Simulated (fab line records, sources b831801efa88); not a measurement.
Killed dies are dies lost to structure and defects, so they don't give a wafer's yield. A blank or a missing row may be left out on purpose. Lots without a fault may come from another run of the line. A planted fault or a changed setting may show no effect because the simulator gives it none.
One fault seen from 2 desks | flow gf180mcu | each desk has only its own numbers; what lay behind them comes last

THE METROLOGY DESK
What the gauges read, lot by lot, whatever tool the lot ran on: means of the sampled wafers that have a number. A lot is out of limits, marked OUT, if its mean lies more than 4 standard deviations from the usual mean; the brackets give that distance.
Columns: A = HV_LDD_TW at GF_HV_LDD_TW_MEAS_11, usual 2395; B = HV_LDD_RS at GF_HV_LDD_RS_MEAS_53, usual 418.5 ohm/sq; C = cd_nm at GF_PSD_CD_MEAS_07, usual 400.6 nm; D = M2_ALCU_THK at GF_M2_THK_MEAS_06, usual 454 nm
lot  | first seen here | A              | B                       | C     | D
L533 | day 10 05:57    | 2406           | 418.7                   | 403.5 | 466
L535 | day 10 13:10    | 2397           | 418.3                   | 401.2 | 452
L536 | day 11 04:33    | 2372           | 419.5                   | 402.5 | 456
L537 | day 11 14:10    | 2394           | 417.1                   | 397.7 | 458
L538 | day 11 20:08    | 1215 (-54) OUT | 764.7 (+99 or more) OUT | 400.9 | 457
L540 | day 12 05:08    | 1238 (-53) OUT | 751.7 (+99 or more) OUT | 402.7 | 455
L539 | day 12 06:28    | 2373           | 418.7                   | 401.6 | 457
L545 | day 13 15:25    | 2391           | 418.5                   | 400.8 | 449
L547 | day 14 04:46    | 2425           | 418.1                   | 399.4 | 449
L548 | day 14 17:09    | 2368           | 417.0                   | 395.9 | 455
L550 | day 15 08:22    | 2394           | 417.4                   | 403.1 | 451
L551 | day 15 11:28    | 2435           | 418.4                   | 401.9 | 450
L553 | day 16 04:18    | 2377           | 418.8                   | 402.8 | 443
This desk's finding: out of limits on L538, L540; first on L538, day 11 20:08 (HV_LDD_TW at GF_HV_LDD_TW_MEAS_11). In limits: L533, L535, L536, L537, L539, L545, L547, L548, L550, L551, L553.

THE TOOL OWNER'S DESK: implanter-01
The tool's own readings at GF_HV_LDD_IMPLANT_09: means of the sampled wafers that have a number, for each lot that ran on this tool. A lot is out of limits, marked OUT, if its mean lies more than 4 standard deviations from the usual mean; the brackets give that distance.
Columns: A = dose_ions_cm2 at GF_HV_LDD_IMPLANT_09, usual 1.0002e+14; B = faraday_current_uA at GF_HV_LDD_IMPLANT_09, usual 565
lot  | first seen here | A                            | B
L535 | day 10 12:57    | 1.0005e+14                   | 571
L536 | day 11 04:18    | 1.0007e+14                   | 566
L537 | day 11 13:56    | 9.9973e+13                   | 561
L538 | day 11 19:53    | 9.8700e+12 (-99 or more) OUT | 55 (-51) OUT
L540 | day 12 04:53    | 9.9967e+12 (-99 or more) OUT | 57 (-51) OUT
L548 | day 14 16:54    | 1.0008e+14                   | 568
L550 | day 15 08:09    | 1.0010e+14                   | 569
This desk's finding: out of limits on L538, L540; first on L538, day 11 19:53 (dose_ions_cm2 at GF_HV_LDD_IMPLANT_09). In limits: L535, L536, L537, L548, L550.

PUT TOGETHER
The tool owner's desk could have raised an alarm at day 11 19:53, on L538, L540.
The metrology desk could have raised an alarm at day 11 20:08, on L538, L540.
Of the lots named, all ran GF_HV_LDD_IMPLANT_09 on implanter-01.

WHAT THE SIMULATOR HAD PUT IN
Process parameter drift: implanter-01, from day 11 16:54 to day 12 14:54, at GF_HV_LDD_IMPLANT_09. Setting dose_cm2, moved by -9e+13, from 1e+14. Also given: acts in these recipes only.
Lots struck among those shown: L538, L540.
Hours from the fault's start to each desk's first reading out of limits: the tool owner's desk, 3; the metrology desk, 3.
